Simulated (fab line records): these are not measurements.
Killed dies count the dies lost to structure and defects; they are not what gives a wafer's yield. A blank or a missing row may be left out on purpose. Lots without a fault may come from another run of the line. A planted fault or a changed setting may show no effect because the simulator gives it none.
Which of the tools did it? / flow sky130 / 7 lots (20 wafers sampled), 1 step of a 708-step route

## WHAT EACH GAUGE READ, for each wafer
SKY_VIA1_CD_MEAS_12 targets a cd of 150 nm.
lot=L497; measured=day 34 00:07; on=cdSem-01; cdNm (nm)=150.2 151.3 150.0
lot=L499; measured=day 35 12:49; on=cdSem-02; cdNm (nm)=152.2 151.4 152.7
lot=L501; measured=day 35 20:18; on=cdSem-02; cdNm (nm)=149.1 151.3 151.2
lot=L505; measured=day 37 10:42; on=cdSem-02; cdNm (nm)=151.8 151.4 152.4
lot=L512; measured=day 39 16:25; on=cdSem-02; cdNm (nm)=150.9 150.9 149.8
lot=L508; measured=day 39 22:15; on=cdSem-01; cdNm (nm)=149.5 148.7 148.6
lot=L519; measured=day 41 17:43; on=cdSem-01; cdNm (nm)=150.9 149.9

## WHAT TOOL EACH LOT RAN ON (gives the tool, then ch and the chambers of the sampled wafers, and finally the start)
No process step before these readings appears in the record.

## THE ANSWER, worked out from the rows above alone
Rule: the usual values come from the lots themselves. Put in order of their means at a reading, lots are off if they are a third of the lots or fewer, leave a main group of 4 or more, and stand apart from it by a gap of 3 or more times the standard deviation of the main group's means; of several such gaps the widest counts. Not used: any main group whose means are identical at the precision the tables above print for the reading. A lot without any number at a reading at which 4 lots or more have one is off too. Where the step has rows for the other lots, those lots are counted as sound.
No lot is off at any reading shown: from this, nothing can be told.

## WHAT THE SIMULATOR HAD PUT IN
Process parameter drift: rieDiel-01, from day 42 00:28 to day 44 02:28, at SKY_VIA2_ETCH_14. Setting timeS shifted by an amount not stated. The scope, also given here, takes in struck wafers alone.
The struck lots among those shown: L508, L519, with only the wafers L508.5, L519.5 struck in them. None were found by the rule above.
